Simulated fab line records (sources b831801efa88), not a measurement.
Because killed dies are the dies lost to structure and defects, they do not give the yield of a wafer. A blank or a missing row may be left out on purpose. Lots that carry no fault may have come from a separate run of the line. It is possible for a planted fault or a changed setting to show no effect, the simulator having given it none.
fab line records	flow sky130
record lots=13	wafers=38	last-day=50
route steps=708 shown FIELD_ISO@15 NWELL@34 PWDE@55 PAD_OPEN@708
lots that met no fault: from a run of the same line without faults
start-h: the number of hours between the record's first day and the start of the first shown wafer of the lot	wait-h: how many hours have passed since the lot's step before this one	" repeats the value in the row above	L1.1+2: a row that stands for several wafers	- value missing, or start not given	* or withheld: withheld	< > ~ a bound
route shown NAME@n: a module of which the file shows steps, and the number in the route of the first	usual: mean/standard deviation of fault-free wafers	same: alike in all rows	chamber/n: place in a boat	sites: each site's reading	_std_site: standard deviation of those values	_edge_site: the outer-site mean with the inner-site mean subtracted	radius-mm: how far each site lies from the wafer's centre	mask NAME#n: copy n	behind: the tool/chamber that last shaped the wafer	hold: what put the lot on hold/how long, in hours/how the hold closed	device: which transistor (n, p or np) failed to switch	end of line: tests run on the same wafers once the route is complete	for a step that has no rows: nothing shown but its recipe	killed: count of dies lost to structure and defects at first sort (not the wafer's yield)	map: a wafer's dies, x killed, . not, _ none there
set.NAME: the setting as run; set.NAME@STEP: as run at that earlier step	model.NAME: the simulator's own value behind a step, which no gauge read
a sample of lots followed through the steps of the route, with each step as a table and each wafer as a row
services: a tool's chamber out of use, with start hour (start-h, from the record's first day; less than 0 if before it), hours out, and reason
## steps
# step SKY_FIELD_ISO_ETCH_14
# recipe chemistry=N2/H2	target=BARC	ion-energy-ev=200	source-w=500	bias-w=100	pressure-mtorr=30	n2-flow-sccm=100	h2-flow-sccm=200	stop-on=SiO2	time-s=45.9	target-depth-a=600
# usual drypump-motor-current-A=5.8/0.48	oes-product-au=0.856/0.0046	run-length-s=74.2/0.31	throttle-valve-pct=13.225/0.01
lot.wafer	tool	chamber	start-h	wait-h	drypump-motor-current-A	oes-product-au	rf-hours-counter-h	run-length-s	throttle-valve-pct
L952.1	rie-diel-02	1	29.43	0.1	5.4	0.853	72	74.3	13.222
L952.4	"	0	"	"	5.4	0.854	59	74.2	13.230
L952.5	"	3	"	"	6.1	0.852	-	74.2	13.221
L954.4	rie-diel-02	3	39.11	0.0	6.1	0.860	87	74.5	13.228
L954.5	"	0	"	"	5.4	0.854	-	74.4	13.223
L954.6	"	1	"	"	5.3	0.855	-	74.3	13.215
L956.3	rie-diel-02	2	48.61	0.1	5.0	0.847	94	74.5	13.202
L956.5	"	2	"	"	5.1	0.857	-	74.9	13.225
L956.6	"	1	"	"	5.4	0.858	-	74.7	13.225
L957.1	rie-diel-03	3	56.31	0.1	5.5	0.848	118	74.3	13.226
L957.2	"	2	"	"	6.7	0.851	50	74.1	13.233
L957.5	"	3	"	"	5.5	0.849	-	74.2	13.237
L958.3	rie-diel-04	3	59.34	0.1	6.0	0.850	3	73.6	13.235
L958.4	"	1	"	"	5.9	0.852	104	74.1	13.237
L958.5	"	1	"	"	5.9	0.852	-	74.0	13.217
L960.2	rie-diel-03	3	70.04	0.1	5.5	0.853	118	74.2	13.222
L960.3	"	0	"	"	5.8	0.859	0	74.1	13.241
L960.6	"	0	"	"	5.8	0.852	-	74.0	13.203
L961.2	rie-diel-03	3	75.73	0.1	5.5	0.857	119	73.6	13.223
L961.4	"	1	"	"	5.1	0.854	50	74.3	13.228
L961.6	"	1	"	"	5.1	0.860	-	74.1	13.223
L962.1	rie-diel-04	2	79.44	0.1	5.9	0.860	52	74.1	13.229
L962.4	"	1	"	"	5.9	0.853	104	74.1	13.215
L962.6	"	3	"	"	6.0	0.853	-	73.8	13.251
L963.1	rie-diel-04	0	86.68	0.1	5.8	0.863	109	74.3	13.230
L963.2	"	3	"	"	6.0	0.852	4	73.9	13.221
L963.3	"	1	"	"	5.9	0.862	105	74.7	13.218
L964.2	rie-diel-03	0	93.23	0.1	5.8	0.859	0	73.8	13.225
L964.3	"	2	"	"	6.8	0.853	51	74.2	13.228
L964.5	"	0	"	"	5.8	0.863	-	73.7	13.231
L968.1	rie-diel-04	3	112.49	0.1	6.0	0.773	5	83.9	13.227
L968.2	"	1	"	"	5.9	0.861	105	74.5	13.229
L974.2	rie-diel-03	0	144.43	0.1	5.8	0.857	1	74.0	13.203
L974.4	"	2	"	"	6.8	0.852	51	74.6	13.222
L974.6	"	0	"	"	5.8	0.851	-	74.1	13.226
L975.1	rie-diel-03	1	148.11	0.1	5.1	0.856	51	74.1	13.231
L975.3	"	0	"	"	5.8	0.847	1	74.6	13.227
L975.6	"	3	"	"	5.4	0.849	-	73.7	13.223
# step SKY_FIELD_ISO_ETCH_15
# recipe chemistry=CHF3/O2	target-depth-nm=180	stop-on=Si	source-w=600	bias-w=200	pressure-mtorr=40	chf3-flow-sccm=50	O2_flow_sccm=5	time-s=72
# usual chf3-flow-sccm=50.01/0.15	drypump-motor-current-A=5.8/0.48	oes-product-au=0.945/0.0065	run-length-s=100.3/0.33	throttle-valve-pct=8.844/0.0095
lot.wafer	tool	chamber	start-h	wait-h	chf3-flow-sccm	drypump-motor-current-A	oes-product-au	rf-hours-counter-h	run-length-s	throttle-valve-pct
L952.1	rie-diel-02	1	29.47	0.0	50.29	5.3	0.960	72	100.4	8.837
L952.4	"	0	"	"	50.17	5.4	0.943	59	100.4	8.839
L952.5	"	3	"	"	50.12	6.1	0.947	-	100.3	8.854
L954.4	rie-diel-02	3	39.15	0.0	49.96	6.1	0.952	87	100.1	8.855
L954.5	"	0	"	"	50.07	5.4	0.939	-	100.6	8.849
L954.6	"	1	"	"	50.05	5.3	0.957	-	100.7	8.866
L956.3	rie-diel-02	2	48.65	0.0	50.22	5.0	0.947	94	100.9	8.853
L956.5	"	2	"	"	50.18	5.0	0.940	-	100.6	8.852
L956.6	"	1	"	"	49.72	5.4	0.955	-	101.1	8.842
L957.1	rie-diel-03	3	56.35	0.0	49.89	5.5	0.948	118	99.8	8.845
L957.2	"	2	"	"	50.03	6.8	0.945	50	100.2	8.832
L957.5	"	3	"	"	49.95	5.5	0.941	-	100.5	8.849
L958.3	rie-diel-04	3	59.39	0.0	50.00	6.0	0.945	3	100.3	8.849
L958.4	"	1	"	"	50.04	5.9	0.949	104	100.4	8.837
L958.5	"	1	"	"	49.99	5.9	0.936	-	100.0	8.851
L960.2	rie-diel-03	3	70.09	0.0	50.13	5.5	0.947	118	100.0	8.858
L960.3	"	0	"	"	50.25	5.8	0.940	0	100.0	8.857
L960.6	"	0	"	"	50.06	5.8	0.945	-	100.4	8.839
L961.2	rie-diel-03	3	75.77	0.0	49.99	5.5	0.942	119	99.8	8.839
L961.4	"	1	"	"	49.82	5.1	0.942	50	100.5	8.844
L961.6	"	1	"	"	49.95	5.1	0.946	-	100.1	8.844
L962.1	rie-diel-04	2	79.49	0.0	50.11	5.9	0.955	52	100.3	8.837
L962.4	"	1	"	"	50.13	5.9	0.946	104	100.4	8.839
L962.6	"	3	"	"	49.86	6.0	0.950	-	99.8	8.843
L963.1	rie-diel-04	0	86.72	0.0	50.15	5.8	0.953	109	100.0	8.842
L963.2	"	3	"	"	49.97	6.0	0.945	4	100.5	8.829
L963.3	"	1	"	"	50.19	5.9	0.937	105	100.2	8.857
L964.2	rie-diel-03	0	93.27	0.0	50.16	5.8	0.937	1	100.4	8.845
L964.3	"	2	"	"	50.07	6.7	0.948	51	100.1	8.856
L964.5	"	0	"	"	49.86	5.8	0.948	-	100.8	8.834
L968.1	rie-diel-04	3	112.54	0.0	50.09	6.0	0.941	5	99.8	8.839
L968.2	"	1	"	"	50.08	5.9	0.936	105	99.9	8.855
L974.2	rie-diel-03	0	144.47	0.0	50.11	5.8	0.953	1	99.9	8.851
L974.4	"	2	"	"	50.03	6.7	0.953	51	100.4	8.864
L974.6	"	0	"	"	50.02	5.8	0.951	-	100.6	8.851
L975.1	rie-diel-03	1	148.15	0.0	50.09	5.1	0.947	51	100.4	8.847
L975.3	"	0	"	"	50.07	5.8	0.940	1	99.8	8.851
L975.6	"	3	"	"	50.03	5.5	0.934	-	99.8	8.835
# step SKY_NWELL_THK_MEAS_02
# recipe reads=SiO2_of_NWELL_OXIDATION_01
# usual NWELL_OXIDATION_THK=9.91/0.19
lot.wafer	tool	chamber	start-h	wait-h	NWELL_OXIDATION_THK[nm]
L952.1	film-metro-03	-	37.39	0.0	10.11
L952.4	"	-	"	"	10.13
L952.5	"	-	"	"	10.10
L954.4	film-metro-03	-	45.52	0.0	10.11
L954.5	"	-	"	"	10.05
L954.6	"	-	"	"	9.82
L956.3	film-metro-03	-	55.91	0.0	9.79
L956.5	"	-	"	"	9.92
L956.6	"	-	"	"	9.83
L957.1	film-metro-02	-	62.48	0.0	9.80
L957.2	"	-	"	"	10.02
L957.5	"	-	"	"	9.71
L958.3	film-metro-03	-	66.64	0.0	9.97
L958.4	"	-	"	"	10.08
L958.5	"	-	"	"	10.01
L960.2	film-metro-02	-	78.04	0.0	9.83
L960.3	"	-	"	"	9.77
L960.6	"	-	"	"	9.64
L961.2	film-metro-01	-	84.10	0.0	9.78
L961.4	"	-	"	"	9.96
L961.6	"	-	"	"	9.90
L962.1	film-metro-03	-	86.25	0.0	10.27
L962.4	"	-	"	"	10.31
L962.6	"	-	"	"	10.44
L963.1	film-metro-03	-	95.09	0.0	10.01
L963.2	"	-	"	"	10.21
L963.3	"	-	"	"	10.09
L964.2	film-metro-01	-	100.54	0.0	9.80
L964.3	"	-	"	"	9.81
L964.5	"	-	"	"	9.93
L968.1	film-metro-02	-	121.17	0.0	10.17
L968.2	"	-	"	"	9.84
L974.2	film-metro-03	-	153.04	0.0	9.76
L974.4	"	-	"	"	9.88
L974.6	"	-	"	"	9.67
L975.1	film-metro-03	-	155.94	0.0	9.83
L975.3	"	-	"	"	9.87
L975.6	"	-	"	"	9.81
# step SKY_PWDE_TW_MEAS_10
# usual PWDE_TW=373.0/2
lot.wafer	tool	chamber	start-h	wait-h	PWDE_TW
L952.1	film-metro-02	-	69.34	0.1	375.9
L952.4	"	-	"	"	373.6
L952.5	"	-	"	"	372.4
L954.4	film-metro-03	-	78.07	0.1	370.1
L954.5	"	-	"	"	371.2
L954.6	"	-	"	"	370.2
L956.3	film-metro-02	-	89.06	0.1	370.7
L956.5	"	-	"	"	371.7
L956.6	"	-	"	"	372.1
L957.1	film-metro-01	-	96.12	0.1	374.3
L957.2	"	-	"	"	374.3
L957.5	"	-	"	"	374.5
L958.3	film-metro-02	-	101.08	0.1	375.5
L958.4	"	-	"	"	373.4
L958.5	"	-	"	"	374.1
L960.2	film-metro-03	-	113.10	0.1	370.8
L960.3	"	-	"	"	369.8
L960.6	"	-	"	"	369.3
L961.2	film-metro-02	-	119.22	0.1	373.3
L961.4	"	-	"	"	372.8
L961.6	"	-	"	"	373.0
L962.1	film-metro-01	-	121.09	0.1	376.7
L962.4	"	-	"	"	378.5
L962.6	"	-	"	"	377.7
L963.1	film-metro-02	-	131.06	0.1	373.2
L963.2	"	-	"	"	374.2
L963.3	"	-	"	"	375.1
L964.2	film-metro-02	-	137.23	0.1	373.1
L964.3	"	-	"	"	373.7
L964.5	"	-	"	"	373.5
L968.1	film-metro-03	-	160.21	0.1	369.5
L968.2	"	-	"	"	368.3
L974.2	film-metro-03	-	194.52	0.1	370.9
L974.4	"	-	"	"	371.5
L974.6	"	-	"	"	369.4
L975.1	film-metro-02	-	197.42	0.1	374.8
L975.3	"	-	"	"	374.7
L975.6	"	-	"	"	373.8
# step SKY_PAD_OPEN_PROBE_99
# usual killed_at_M0_to_M3=45/6.9	killed_at_M4_up=3.0/1.7	killed-at-contacts=25/5.6	killed-at-front-end=15/4.2	killed-at-other=0.3/0.55	killed-dies=89/9.6	killed-open=49/7.2	killed-short=39/6.5
# same gross-dies=492	killed-at-back-side=0
lot.wafer	tool	chamber	start-h	wait-h	killed_at_M0_to_M3	killed_at_M4_up	killed-at-contacts	killed-at-front-end	killed-at-other	killed-dies	killed-open	killed-short
L962.1	prober-01	-	1138.06	0.1	52	2	15	16	0	85	51	30
L962.4	prober-01	-	1138.21	0.2	43	5	30	15	0	93	48	45
L962.6	prober-01	-	1138.31	0.2	42	3	27	17	0	89	50	39
# killed by level:class
L962.1 VIA2:geometric-particle:open=13 VIA1:geometric-particle:open=11 FIELD_ISO:geometric-particle:open=6 CONTACT:geometric-particle:open=6 LI_CONTACT:geometric-particle:open=5 VIA1:geometric-particle:short=5 VIA3:geometric-particle:open=5 METAL3:geometric-particle:short=4
L962.4 VIA1:geometric-particle:open=13 CONTACT:geometric-particle:open=11 LI_CONTACT:geometric-particle:open=7 LOCAL_INTERCONNECT:geometric-particle:short=7 METAL1:geometric-particle:short=6 METAL2:geometric-particle:short=6 VIA2:geometric-particle:open=5 FIELD_ISO:geometric-particle:short=4
L962.6 CONTACT:geometric-particle:open=10 FIELD_ISO:geometric-particle:open=8 LOCAL_INTERCONNECT:geometric-particle:short=8 VIA1:geometric-particle:open=8 VIA2:geometric-particle:open=7 METAL1:geometric-particle:short=5 METAL2:geometric-particle:short=5 VIA3:geometric-particle:open=5
## services
tool	chamber	start-h	hours	kind
rie-diel-03	1	20.71	19.1	repair
rie-diel-04	-	23.65	2.8	pm
rie-diel-03	0	39.80	-	clean
rie-diel-03	0	39.80	26.7	scheduled-down
rie-diel-03	0	39.80	26.7	vent-cycle
rie-diel-03	-	46.34	3.6	repair
rie-diel-02	-	73.43	4.3	pm
rie-diel-03	-	112.46	0.1	repair
rie-diel-02	-	113.55	14.6	pm
## key
first-sign step=SKY_FIELD_ISO_ETCH_14	reading=run-length-s	direction=up	sigmas=32	usual=*	struck=*
effect step=SKY_FIELD_ISO_ETCH_14	reading=oes-product-au	direction=down	sigmas=18	usual=0.856	struck=0.773
met-at SKY_FIELD_ISO_ETCH_14
struck-lots L968
struck-wafers L968.1
tester-left-out L968
not-acting-at SKY_FIELD_ISO_ETCH_15,SKY_NWELL_THK_MEAS_02,SKY_PWDE_TW_MEAS_10
onset-between 86.68 112.49
fault kind=process-parameter-drift	tool=rie-diel-04	chamber=-	onset-h=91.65	steps=SKY_FIELD_ISO_ETCH_14	channel=time-s	offset=*	shape=step	end-h=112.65	scope=struck-wafers-only	acts-in=*	stated=*
# tester-left-out: of these lots the tester's yield and bins aren't shown, on N5 and GAA mostly nor the transistor test; their killed dies are dies lost to structure and defects alone, not to doping, threshold or leakage, so they don't give the yield
